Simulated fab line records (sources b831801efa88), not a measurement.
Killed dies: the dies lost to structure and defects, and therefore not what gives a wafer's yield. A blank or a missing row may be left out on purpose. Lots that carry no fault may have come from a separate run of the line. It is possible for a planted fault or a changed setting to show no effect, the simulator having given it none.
fab line records -- flow sky130
record: lots: 5, wafers: 13, last_day: 49
route steps=708 shown VIA3@591 METAL4@598 CAP2M@603 PAD_OPEN@708
lots that met no fault: taken from a fault-free run of the same line
start_h: start of the lot's first displayed wafer, in hours after the record's first day -- wait_h: hours from the lot's prior step to this one -- " unchanged from the row above -- L1.1+2: several wafers, shown together as one row -- - no value, or no start was given -- * or withheld: withheld -- < > ~ a bound
route shown NAME@n: names a module that has steps shown in the file, with the first one's number in the route -- usual: mean and standard deviation over wafers with no fault -- same: alike in all rows -- chamber/n: place in a boat -- sites: per-site readings -- _std_site: the values' standard deviation -- _edge_site: outer sites' mean less inner sites' -- radius_mm: how far each site lies from the wafer's centre -- mask NAME#n: copy n -- behind: the last tool/chamber to shape the wafer -- hold: cause of the lot's hold/its duration in hours/its outcome -- device: transistor that didn't switch, given as n, p or np -- end of line: tests of these same wafers at the route's end -- a step with no rows: only its recipe -- killed: dies lost to structure and defects at the first sort, not the wafer's yield -- map: a wafer's dies, x killed, . not, _ none there
set.NAME: the setting that was run; set.NAME@STEP: the one run at that earlier step -- model.NAME: the simulator's own value behind a step, which no gauge read
lots at selected steps of the route; one table per step, one row per wafer
services: the hour from which a tool's chamber was out of use, counted from the record's first day as start_h (under 0 if before that day), plus the number of hours and why
== steps ==
step: SKY_VIA3_CLEAN_18
recipe: chemistry: IPA, time_s: 180, temp_c: 25
step: SKY_VIA3_CLEAN_19
recipe: chemistry: O3/DIW, dry: n2_spin
step: SKY_VIA3_SPUTTER_20
recipe: material: TiN, target_thk_nm: 20, chamber_pressure_pa: 5, power_w: 4000, time_s: 80
step: SKY_VIA3_CVD_21
recipe: material: W, target_thk_nm: 390, time_s: 117.31, temp_c: 400, pressure_torr: 40
step: SKY_VIA3_CMP_24
recipe: stop_on: SiO2, t_overpolish_s: 20, down_force_psi: 3.5, platen_rpm: 60, target_thk_nm: 0, pad_velocity_m_s: 0.94248
step: SKY_METAL4_SPUTTER_00
recipe: material: Ti, target_thk_nm: 15, power_w: 3000, time_s: 10, chamber_pressure_pa: 0.4
step: SKY_METAL4_SPUTTER_01
recipe: material: TiN, target_thk_nm: 20, power_w: 6500, time_s: 16.7, chamber_pressure_pa: 0.4
step: SKY_METAL4_SPUTTER_02
recipe: material: AlCu, target_thk_nm: 735, power_w: 10600, time_s: 39.1, chamber_pressure_pa: 0.4
step: SKY_METAL4_SPUTTER_03
recipe: material: Ti, target_thk_nm: 5, power_w: 3000, time_s: 3.3, chamber_pressure_pa: 0.4
step: SKY_METAL4_SPUTTER_04
recipe: material: TiN, target_thk_nm: 70, power_w: 6500, time_s: 58.3, chamber_pressure_pa: 0.4
step: SKY_CAP2M_CVD_00
recipe: material: SiO2, target_thk_nm: 15.5, temp_c: 400, time_s: withheld, rf_w: 450
usual: heater_power_w: 711/100, susceptor_temp_C: 400.02/0.21
lot.wafer,tool,chamber,start_h,wait_h,heater_power_w,susceptor_temp_C,model.SiO2_of_CAP2M_CVD_00.thk_nm
L177.1,pecvd-04,0,923.69,0.0,736,400.04,15.12
L177.3,pecvd-04,1,923.69,0.0,714,399.41,15.62
L177.6,pecvd-04,1,923.69,0.0,723,399.96,15.55
L181.1,pecvd-02,0,957.88,0.0,530,399.88,15.37
L181.5,pecvd-02,1,957.88,0.0,858,399.95,15.57
L181.6,pecvd-02,2,957.88,0.0,583,399.77,15.54
L192.2,pecvd-04,1,1034.17,0.0,813,399.87,13.29
L192.3,pecvd-04,0,1034.17,0.0,686,400.13,13.44
L192.4,pecvd-04,1,1034.17,0.0,847,399.70,15.56
L193.3,pecvd-04,1,1038.71,0.0,739,400.25,13.65
L193.4,pecvd-04,0,1038.71,0.0,740,400.46,15.46
L195.2,pecvd-04,1,1051.54,0.0,735,400.08,13.68
L195.4,pecvd-04,0,1051.54,0.0,607,400.07,15.58
step: SKY_CAP2M_THK_MEAS_01
recipe: reads: SiO2_of_CAP2M_CVD_00
usual: CAP2M_CVD_00_THK: 15.41/0.18
lot.wafer,tool,chamber,start_h,wait_h,CAP2M_CVD_00_THK[nm]
L177.1,film_metro-01,-,923.72,-,15.04
L177.3,film_metro-01,-,923.72,-,15.60
L177.6,film_metro-01,-,923.72,-,15.56
L181.1,film_metro-01,-,957.90,-,15.37
L181.5,film_metro-01,-,957.90,-,15.55
L181.6,film_metro-01,-,957.90,-,15.48
L192.2,film_metro-01,-,1034.21,-,13.24
L192.3,film_metro-01,-,1034.21,-,13.42
L192.4,film_metro-01,-,1034.21,-,15.50
L193.3,film_metro-02,-,1038.75,-,13.59
L193.4,film_metro-02,-,1038.75,-,15.51
L195.2,film_metro-01,-,1051.59,-,13.73
L195.4,film_metro-01,-,1051.59,-,15.53
step: SKY_CAP2M_SPUTTER_02
recipe: material: TiN, target_thk_nm: 200, temp_c: 300, power_w: 6500, time_s: 166.7, chamber_pressure_pa: 0.4
step: SKY_CAP2M_DEHYDRATE_05
recipe: temp_c: 200, time_s: 60
step: SKY_CAP2M_HMDS_06
recipe: prime_time_s: 60, prime_temp_c: 120
step: SKY_CAP2M_COAT_07
recipe: resist: NOVOLAK, spin_rpm: 3000, resist_thk_nm: 1140
step: SKY_CAP2M_SOFTBAKE_08
recipe: temp_c: 90, time_s: 60, resist: NOVOLAK
step: SKY_CAP2M_EXPOSE_09
recipe: mask_id: CAP2M, na: 0.6, source_shape: conventional, sigma_outer: 0.6, polarization: unpolarized, target_cd_nm: 1000, dose_mj: 159
step: SKY_CAP2M_PEB_10
recipe: temp_c: withheld, time_s: *, resist: NOVOLAK
step: SKY_CAP2M_DEVELOP_11
recipe: resist: NOVOLAK, developer: TMAH, develop_time_s: 60, dev_temp_c: 23
step: SKY_CAP2M_METAL_ETCH_13
recipe: target_depth_nm: 220, stop_on: SiO2, chemistry: Cl2/BCl3, target: TiN, pressure_mtorr: 10, icp_w: 900, bias_w: 48.5, Cl2_flow_sccm: 60, bcl3_flow_sccm: 30, time_s: 62.9
step: SKY_CAP2M_STRIP_14
recipe: chemistry: O2/N2, power_w: 1400, pressure_mtorr: 1500, platen_temp_c: withheld, o2_flow_sccm: 3000, n2_flow_sccm: 300, overash_fraction: 0.5
step: SKY_CAP2M_STRIP_15
recipe: chemistry: post_etch_residue_remover, time_s: 1200, temp_c: 72.5
step: SKY_CAP2M_CLEAN_16
recipe: chemistry: IPA, time_s: 180, temp_c: 25
step: SKY_CAP2M_CLEAN_17
recipe: chemistry: O3/DIW, dry: n2_spin
step: SKY_METAL4_DEHYDRATE_05
recipe: temp_c: 200, time_s: 60
step: SKY_METAL4_HMDS_06
recipe: prime_time_s: 60, prime_temp_c: 120
step: SKY_METAL4_COAT_07
recipe: resist: BARC, temp_c: withheld, time_s: withheld, spin_rpm: 3000, resist_thk_nm: 60
step: SKY_METAL4_COAT_08
recipe: resist: KrF-thick, spin_rpm: 3000, resist_thk_nm: 1140
step: SKY_METAL4_SOFTBAKE_09
recipe: temp_c: 100, time_s: 90, resist: KrF-thick
step: SKY_METAL4_EXPOSE_10
recipe: mask_id: MM4, na: 0.68, source_shape: annular, sigma_inner: 0.4, sigma_outer: 0.8, target_cd_nm: 300, dose_mj: 28
step: SKY_METAL4_PEB_11
recipe: peb_temp_c: withheld, peb_time_s: withheld, resist: KrF-thick
step: SKY_METAL4_DEVELOP_12
recipe: develop_time_s: 60, resist: KrF-thick, dev_temp_c: 21
step: SKY_METAL4_DESCUM_15
recipe: chemistry: O2, source_power_w: 150, bias_power_w: 0, pressure_mtorr: 10, temp_c: 40, time_s: 8
step: SKY_METAL4_ETCH_16
recipe: chemistry: N2/H2, target: BARC, ion_energy_ev: 200, bias_w: 100, pressure_mtorr: 30, n2_flow_sccm: 100, h2_flow_sccm: 200, icp_w: 500, stop_on: SiO2, time_s: 88.2, target_depth_a: 600
step: SKY_METAL4_ETCH_17
recipe: target: SiO2, stop_on: TiN, chemistry: C4F8/O2/Ar, source_w: 1500, bias_w: 1200, pressure_mtorr: 40, c4f8_flow_sccm: withheld, O2_flow_sccm: 6, Ar_flow_sccm: 300, time_s: 3.9, target_depth_a: 150
usual: oes_product_au: 0.753/0.0058
lot.wafer,tool,chamber,start_h,wait_h,oes_product_au,rf_hours_counter_h
L177.1,rie_diel-01,1,974.05,0.1,0.742,0
L177.3,rie_diel-01,0,974.05,0.1,0.759,14
L177.6,rie_diel-01,3,974.05,0.1,0.756,-
L181.1,rie_diel-02,1,1005.49,0.1,0.758,12
L181.5,rie_diel-02,3,1005.49,0.1,0.753,-
L181.6,rie_diel-02,2,1005.49,0.1,0.752,-
L192.2,rie_diel-01,3,1078.47,0.1,0.700,11
L192.3,rie_diel-01,0,1078.47,0.1,0.705,17
L192.4,rie_diel-01,1,1078.47,0.1,0.750,3
L193.3,rie_diel-04,1,1082.57,0.0,0.710,9
L193.4,rie_diel-04,2,1082.57,0.0,0.755,7
L195.2,rie_diel-04,2,1095.10,0.1,0.714,7
L195.4,rie_diel-04,1,1095.10,0.1,0.767,10
step: SKY_PAD_OPEN_PROBE_99
usual: defect_limited_yield: 82.7/2, killed_at_M0_to_M3: 42/7.7, killed_at_M4_up: 3.1/1.9, killed_at_contacts: 24/4.9, killed_at_front_end: 15/4.6, killed_at_other: 0.3/0.51, killed_dies: 85/9.9, killed_on_rim: 17/4.1, killed_open: 47/7.1, killed_short: 38/6.7, sort_bin_3_pad_short: 0.9/0.46, sort_bin_5_function: 10.1/1.5, sort_bin_6_memory: 6.3/1.1, sort_n_pass: 407/9.9, sort_yield_pct: 82.7/2
same: gross_dies: 492, killed_at_back_side: 0, sort_bin_4_leakage[%]: 0, sort_bin_8_speed[%]: 0
lot.wafer,tool,chamber,start_h,wait_h,defect_limited_yield[%],killed_at_M0_to_M3,killed_at_M4_up,killed_at_contacts,killed_at_front_end,killed_at_other,killed_dies,killed_on_rim,killed_open,killed_short,sort_bin_3_pad_short[%],sort_bin_5_function[%],sort_bin_6_memory[%],sort_n_pass,sort_yield_pct[%],model.etest.cap_mim2.bv_v,model.etest.cap_mim2.leak_log10_a_cm2,model.etest.cap_mim2.c_ff_um2
L177.1,prober-02,-,1071.67,0.1,82.9,42,3,27,12,0,84,13,47,37,0.4,10.0,6.7,408,82.9,13.74,-9.147,2.389
L177.3,prober-02,-,1071.77,0.2,81.9,52,5,17,14,1,89,21,48,41,1.0,11.0,6.1,403,81.9,14.47,-9.021,2.322
L177.6,prober-02,-,1071.92,0.2,82.1,38,6,31,13,0,88,16,51,37,1.4,9.3,7.1,404,82.1,13.79,-8.787,2.337
L181.1,prober-01,-,1098.42,0.1,83.3,44,3,23,12,0,82,18,42,39,0.2,9.6,6.9,410,83.3,13.84,-8.98,2.365
L181.5,prober-01,-,1098.62,0.2,85.8,32,1,24,13,0,70,15,38,31,0.6,8.3,5.3,422,85.8,14.44,-9.02,2.322
L181.6,prober-01,-,1098.67,0.2,80.9,50,2,26,16,0,94,22,48,45,1.2,10.0,7.9,398,80.9,14.01,-9.074,2.337
L192.2,prober-02,-,1161.22,0.1,77.6,60,5,26,18,1,110,23,58,52,1.2,13.6,7.5,382,77.6,12.08,-8.244,2.721
L192.3,prober-02,-,1161.27,0.2,83.5,38,2,30,11,0,81,15,40,41,1.0,9.6,5.9,411,83.5,12.33,-8.225,2.728
L192.4,prober-02,-,1161.32,0.2,85.2,41,2,16,14,0,73,15,45,28,0.8,8.3,5.7,419,85.2,14.23,-9.175,2.333
L193.3,prober-01,-,1166.06,0.2,80.1,49,2,23,24,0,98,17,56,42,1.0,12.0,6.9,394,80.1,12.05,-8.356,2.661
L193.4,prober-01,-,1166.11,0.2,83.3,40,3,26,12,1,82,14,47,35,0,8.5,8.1,410,83.3,13.61,-9.037,2.327
L195.2,prober-01,-,1175.11,0.1,80.5,42,4,26,23,1,96,17,51,44,0.6,12.0,6.9,396,80.5,12.15,-8.311,2.648
L195.4,prober-01,-,1175.21,0.2,86.4,36,3,18,10,0,67,10,39,28,0,8.5,5.1,425,86.4,14.28,-9.039,2.338
killed by level:class
L177.1 VIA1:geometric_particle:open=9 LI_CONTACT:geometric_particle:open=9 CONTACT:geometric_particle:open=8 METAL1:geometric_particle:short=8 VIA3:geometric_particle:open=7 LI_CONTACT:geometric_particle:short=5 VIA1:geometric_particle:short=5 VIA2:geometric_particle:open=5
L177.3 VIA1:geometric_particle:open=14 METAL1:geometric_particle:short=8 FIELD_ISO:geometric_particle:open=7 CONTACT:geometric_particle:open=7 METAL2:geometric_particle:short=7 VIA2:geometric_particle:open=5 VIA1:geometric_particle:short=4 LI_CONTACT:geometric_particle:open=4
L177.6 LI_CONTACT:geometric_particle:open=10 VIA1:geometric_particle:open=9 CONTACT:geometric_particle:open=7 VIA3:geometric_particle:open=7 FIELD_ISO:geometric_particle:open=6 CONTACT:geometric_particle:short=6 LI_CONTACT:geometric_particle:short=5 METAL2:geometric_particle:short=5
L181.1 VIA1:geometric_particle:open=11 VIA3:geometric_particle:open=11 CONTACT:geometric_particle:open=7 FIELD_ISO:geometric_particle:short=5 CONTACT:geometric_particle:short=5 METAL1:geometric_particle:short=5 LI_CONTACT:geometric_particle:short=4 LI_CONTACT:geometric_particle:open=4
L181.5 LI_CONTACT:geometric_particle:open=11 CONTACT:geometric_particle:open=7 VIA1:geometric_particle:short=6 METAL3:geometric_particle:short=5 VIA3:geometric_particle:open=5 METAL1:geometric_particle:short=4 FIELD_ISO:geometric_particle:open=3 POLY_GATE:geometric_particle:short=3
L181.6 VIA1:geometric_particle:open=13 LOCAL_INTERCONNECT:geometric_particle:short=7 VIA2:geometric_particle:open=6 CONTACT:geometric_particle:short=6 CONTACT:geometric_particle:open=6 VIA3:geometric_particle:open=6 VIA2:geometric_particle:short=6 FIELD_ISO:geometric_particle:open=5
L192.2 VIA1:geometric_particle:open=15 VIA3:geometric_particle:open=12 CONTACT:geometric_particle:open=8 VIA1:geometric_particle:short=8 VIA2:geometric_particle:open=7 LI_CONTACT:geometric_particle:open=6 CONTACT:geometric_particle:short=6 FIELD_ISO:geometric_particle:short=5
L192.3 VIA1:geometric_particle:open=11 CONTACT:geometric_particle:short=8 CONTACT:geometric_particle:open=7 METAL2:geometric_particle:short=7 LOCAL_INTERCONNECT:geometric_particle:short=6 LI_CONTACT:geometric_particle:open=5 POLY_GATE:geometric_particle:short=4 METAL1:geometric_particle:short=4
L192.4 VIA1:geometric_particle:open=17 POLY_GATE:geometric_particle:short=6 CONTACT:geometric_particle:open=6 POLY_GATE:geometric_particle:open=5 LI_CONTACT:geometric_particle:open=5 VIA1:geometric_particle:short=4 VIA2:geometric_particle:open=4 METAL3:geometric_particle:short=4
L193.3 VIA2:geometric_particle:open=12 POLY_GATE:geometric_particle:short=7 VIA1:geometric_particle:open=7 CONTACT:geometric_particle:open=7 VIA3:geometric_particle:open=6 LI_CONTACT:geometric_particle:open=5 FIELD_ISO:geometric_particle:short=4 POLY_GATE:geometric_particle:open=4
L193.4 CONTACT:geometric_particle:open=11 VIA1:geometric_particle:open=9 POLY_GATE:geometric_particle:open=6 LI_CONTACT:geometric_particle:open=5 LOCAL_INTERCONNECT:geometric_particle:short=5 METAL1:geometric_particle:short=5 METAL2:geometric_particle:short=5 VIA3:geometric_particle:open=5
L195.2 CONTACT:geometric_particle:open=10 METAL2:geometric_particle:short=10 VIA3:geometric_particle:open=10 LI_CONTACT:geometric_particle:open=8 FIELD_ISO:geometric_particle:open=7 FIELD_ISO:geometric_particle:short=7 METAL1:geometric_particle:short=6 POLY_GATE:geometric_particle:open=4
L195.4 CONTACT:geometric_particle:open=11 VIA1:geometric_particle:open=10 VIA3:geometric_particle:open=6 METAL2:geometric_particle:short=5 METAL1:geometric_particle:short=4 FIELD_ISO:geometric_particle:short=3 POLY_GATE:geometric_particle:open=3 METAL4:geometric_particle:short=3
== services ==
tool,chamber,start_h,hours,kind
pecvd-04,0,904.56,5.5,scheduled_down
pecvd-04,0,911.37,9.3,repair
rie_diel-02,1,924.26,7.6,repair
rie_diel-02,3,925.04,5.1,repair
rie_diel-04,1,933.44,10.7,repair
pecvd-02,0,937.52,5.5,scheduled_down
pecvd-02,-,938.07,2.8,pm
rie_diel-02,1,938.60,3.0,repair
pecvd-02,2,942.98,5.5,scheduled_down
rie_diel-01,1,945.40,-,clean
rie_diel-01,1,945.40,12.2,scheduled_down
rie_diel-01,1,945.40,12.2,vent_cycle
pecvd-02,-,963.15,2.0,repair
rie_diel-01,1,986.80,9.4,repair
pecvd-02,1,999.38,-,clean
pecvd-02,1,999.38,-,consumable_replace:showerhead
pecvd-02,1,999.38,29.0,scheduled_down
rie_diel-01,1,1005.88,9.0,repair
rie_diel-04,0,1010.75,2.0,repair
rie_diel-04,-,1015.01,4.6,repair
rie_diel-04,2,1015.78,3.3,repair
rie_diel-04,3,1043.56,8.8,repair
rie_diel-02,-,1051.49,28.1,pm
pecvd-04,2,1085.63,2.1,scheduled_down
== key ==
first_sign: step: SKY_CAP2M_THK_MEAS_01, reading: CAP2M_CVD_00_THK, direction: down, sigmas: 10, usual: 15.41, struck: 13.50
effect: step: SKY_METAL4_ETCH_17, reading: oes_product_au, direction: down, sigmas: 7.9, usual: 0.753, struck: 0.707
model_effect: step: SKY_CAP2M_CVD_00, value: SiO2_of_CAP2M_CVD_00.thk_nm, without: 15.36, struck: 13.51
model_effect: step: SKY_PAD_OPEN_PROBE_99, value: etest.cap_mim2.bv_v, without: 13.81, struck: 12.15
met_at SKY_CAP2M_CVD_00
struck_wafers L192.2,L192.3,L193.3,L195.2
onset_between 923.69 1034.17
fault: kind: process_parameter_drift, tool: pecvd-04, chamber: -, onset_h: 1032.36, steps: SKY_CAP2M_CVD_00, channel: target_thk_nm, offset: -1.8475, shape: step, end_h: 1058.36, scope: struck_wafers_only, acts_in: these_recipes_only, stated: 15.5
